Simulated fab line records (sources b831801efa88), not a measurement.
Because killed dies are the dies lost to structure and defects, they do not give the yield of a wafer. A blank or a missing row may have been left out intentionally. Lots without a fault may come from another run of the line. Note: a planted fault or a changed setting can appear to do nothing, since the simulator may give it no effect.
Comparing a struck lot with a sound one :: flow sky130 :: 15 out of 708 route steps
Sound: wafers L430.1, L430.2, L430.4. Struck: wafers L424.2, L424.4, L424.6. Last of all comes the cause.
Order at every step that has rows: each side's tool, ch and its chambers, its first start. Under that, the readings that differ: sound wafers :: struck wafers :: difference of the means :: sigmas: that difference in standard deviations of wafers without a fault.
alike: a reading whose means differ by less than 2 such deviations, as well as words and numbers matching on both sides. not compared: withheld readings; readings where some wafer has no value; bounds like >300 that might hide an equal value; numbers whose values overlap and for which the record gives no deviation.
The two part at a step that has a row with sigmas, a row that says differs or no value, or rows on one side only. Non-overlapping numbers with no deviation appear without sigmas and do not part them. A reading missing from all wafers of one side parts the sides only when that side holds two or more wafers.

first, 4 steps without rows for these wafers: SKY_VT_ADJUST_LVTN_SOFTBAKE_14 (time 60 s); SKY_VT_ADJUST_LVTN_EXPOSE_15 (exposes mask HVN STD DERIVED, target cd 600 nm); SKY_VT_ADJUST_LVTN_PEB_16; SKY_VT_ADJUST_LVTN_DEVELOP_17 (develop time 60 s).
SKY_VT_ADJUST_LVTN_OVL_MEAS_18:
  struck on overlay-01, day 10 18:33; sound on overlay-01, day 12 10:35
  alike: VT_ADJUST_LVTN_01_OVL
after that, 1 step had no rows for these wafers: SKY_VT_ADJUST_LVTN_IMPLANT_19.
SKY_VT_ADJUST_LVTN_STRIP_20: strips in O2/N2.
  sound on plasmaAsher-01 ch 0,1, day 12 10:47; struck on plasmaAsher-03 ch 0,1, day 10 18:44
  alike: chamberPressureMTorr, drypumpMotorCurrentA, oesProductAu, stripTimeToEndpointS
  not compared: rfHoursCounterH
SKY_VT_ADJUST_LVTN_TW_MEAS_21:
  struck on filmMetro-04, day 10 18:50; sound on filmMetro-01, day 12 10:53
  alike: VT_ADJUST_LVTN_2_TW
then, 4 steps without rows for these wafers: SKY_VT_ADJUST_NCORE_DEHYDRATE_00 (time 60 s); SKY_VT_ADJUST_NCORE_HMDS_01 (prime time 60 s); SKY_VT_ADJUST_NCORE_COAT_02 (resist thk 1140 nm); SKY_VT_ADJUST_NCORE_SOFTBAKE_03 (time 60 s).
SKY_VT_ADJUST_NCORE_EXPOSE_04: exposes mask LVTN COMPLEMENT THIN, target cd 380 nm.
  sound on ilineStepper-02 ch 0, day 12 23:52; struck on ilineStepper-01 ch 0, day 11 06:10
reading: exposureDoseMJCm2
sound: 138.92 138.85 138.82
struck: 140.06 139.99 139.93
difference: +1.13
sigmas: +8
  alike: mask
after that, 1 step had no rows for these wafers: SKY_VT_ADJUST_NCORE_PEB_05.
-- the record jumps here: 37 days lie between the struck wafers' starts before and after (it left off in module VT_ADJUST_NCORE and takes up again in module PAD_OPEN, whose first step shown is number 708 of the route) --
SKY_PAD_OPEN_PROBE_99:
  struck on prober-02, day 48 15:11; sound on prober-01, day 50 03:30
reading: killedShort
sound: 48 42 39
struck: 28 29 27
difference: -15
sigmas: -2
  alike: killed_at_M0_to_M3, killed_at_M4_up, killedAtContacts, killedAtFrontEnd, killedAtOther, killedDies, killedOpen

## WHERE THEY PART
Last at SKY_PAD_OPEN_PROBE_99 as far as this record goes, first at SKY_VT_ADJUST_NCORE_EXPOSE_04.

WHY: what had been put in by the simulator
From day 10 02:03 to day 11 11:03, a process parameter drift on ilineStepper-01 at SKY_VT_ADJUST_NCORE_EXPOSE_04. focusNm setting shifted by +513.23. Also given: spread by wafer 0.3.
